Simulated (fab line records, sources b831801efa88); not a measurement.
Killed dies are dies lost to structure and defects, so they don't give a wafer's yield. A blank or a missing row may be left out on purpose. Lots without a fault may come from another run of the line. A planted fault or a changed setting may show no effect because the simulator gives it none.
Chamber matching | flow gf180mcu | GF_CONTACT_ETCH_16 on rie_diel-03: 4 sister chambers
The step etches BARC in N2/H2. 8 wafers are shown with their chamber, then 11 later ones without.

WAFERS WITH THEIR CHAMBER
wafer  | chamber | drypump_motor_current_A (A) | rf_fwd_power_W (W)
L077.6 | 3       | 5.9                         | 497.6
L083.3 | 3       | 5.9                         | 494.0
L083.4 | 1       | 6.3                         | 493.8
L083.5 | 0       | 5.9                         | 491.1
L086.1 | 2       | 5.2                         | 496.6
L086.2 | 0       | 5.8                         | 490.3
L086.4 | 1       | 6.3                         | 491.0
L088.1 | 2       | 5.2                         | 496.2

WAFERS WITHOUT THEIR CHAMBER
wafer  | drypump_motor_current_A (A) | rf_fwd_power_W (W)
L088.3 | 6.4                         | 495.2
L088.5 | 5.2                         | 497.7
L093.4 | 6.3                         | 493.2
L093.5 | 5.2                         | 495.4
L093.6 | 5.8                         | 493.3
L095.3 | 6.3                         | 494.7
L095.5 | 5.2                         | 500.8
L095.6 | 6.3                         | 494.2
L096.1 | 5.9                         | 495.6
L096.3 | 5.2                         | 496.2
L096.5 | 5.9                         | 490.0

WHICH CHAMBER EACH WENT THROUGH
wafer  | from the rows above     | in truth
L088.3 | 1                       | 1
L088.5 | 2                       | 2
L093.4 | 1                       | 1
L093.5 | 2                       | 2
L093.6 | can't be placed: 0 or 3 | 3
L095.3 | 1                       | 1
L095.5 | 2                       | 2
L095.6 | 1                       | 1
L096.1 | 3                       | 3
L096.3 | 2                       | 2
L096.5 | 0                       | 0
Placed correctly: 10 of 11. Can't be placed from these rows: 1 (the true chamber is among the candidates in 1). Placed wrongly: 0.
How it was worked out, from the rows above alone: a wafer's distance from a chamber is the root of the sum, over the readings, of the square of ((its reading less the chamber's mean) divided by the reading's scatter). The wafer belongs to the nearest chamber; if the next one is less than 2 further off, it can't be placed. A chamber's mean is the mean of its shown wafers. The scatter: the root of (the sum of the squares of (reading less its chamber's mean) over the shown wafers, divided by (wafers less chambers)).
